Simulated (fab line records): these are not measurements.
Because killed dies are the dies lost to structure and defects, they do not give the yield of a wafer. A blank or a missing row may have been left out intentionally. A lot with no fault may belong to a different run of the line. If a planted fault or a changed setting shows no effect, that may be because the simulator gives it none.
Chamber matching :: flow sky130 :: SKY_CONTACT_CMP_27 on cmp-01 has 4 sister chambers
The step polishes, stops on SiO2, t overpolish 15 s, target thk 0 nm. 4 wafers are shown with their chamber, then 10 later ones without.

== WAFERS, EACH WITH ITS CHAMBER ==
wafer: L558.3
chamber: 2
motorCurrentA (A): 11.8

wafer: L566.1
chamber: 3
motorCurrentA (A): 10.2

wafer: L567.2
chamber: 0
motorCurrentA (A): 8.7

wafer: L567.3
chamber: 1
motorCurrentA (A): 11.2

== WAFERS MISSING THEIR CHAMBER ==
wafer: L567.6
motorCurrentA (A): 10.8

wafer: L568.3
motorCurrentA (A): 10.5

wafer: L568.5
motorCurrentA (A): 10.5

wafer: L568.6
motorCurrentA (A): 9.1

wafer: L572.2
motorCurrentA (A): 8.6

wafer: L572.4
motorCurrentA (A): 12.5

wafer: L572.6
motorCurrentA (A): 11.4

wafer: L576.1
motorCurrentA (A): 9.9

wafer: L576.2
motorCurrentA (A): 10.6

wafer: L576.3
motorCurrentA (A): 12.7

== EACH ONE'S CHAMBER ==
wafer: L567.6
from the rows above: can't be placed: 1 or 3 or 2
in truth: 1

wafer: L568.3
from the rows above: can't be placed: 3 or 1
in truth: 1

wafer: L568.5
from the rows above: can't be placed: 3 or 1
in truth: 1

wafer: L568.6
from the rows above: can't be placed: 0 or 3
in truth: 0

wafer: L572.2
from the rows above: 0
in truth: 0

wafer: L572.4
from the rows above: can't be placed: 2 or 1
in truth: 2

wafer: L572.6
from the rows above: can't be placed: 1 or 2
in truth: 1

wafer: L576.1
from the rows above: can't be placed: 3 or 0
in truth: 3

wafer: L576.2
from the rows above: can't be placed: 3 or 1 or 2
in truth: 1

wafer: L576.3
from the rows above: can't be placed: 2 or 1
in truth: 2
1 of 10 placed correctly. Can't be placed from these rows: 9 (the true chamber is among the candidates in 9). 0 placed wrongly.
How it was worked out, from the rows above alone: a wafer's distance from a chamber is the root of the sum, over the readings, of the square of ((its reading less the chamber's mean) divided by the reading's scatter). If the next closest chamber is less than 2 further off than the closest, the wafer can't be placed; otherwise it belongs to the closest. For every chamber, the mean is computed from those of its wafers that are shown. The scatter: with one shown wafer a chamber, the root of the mean of the squares of how far each hidden wafer lies from its nearest shown one.
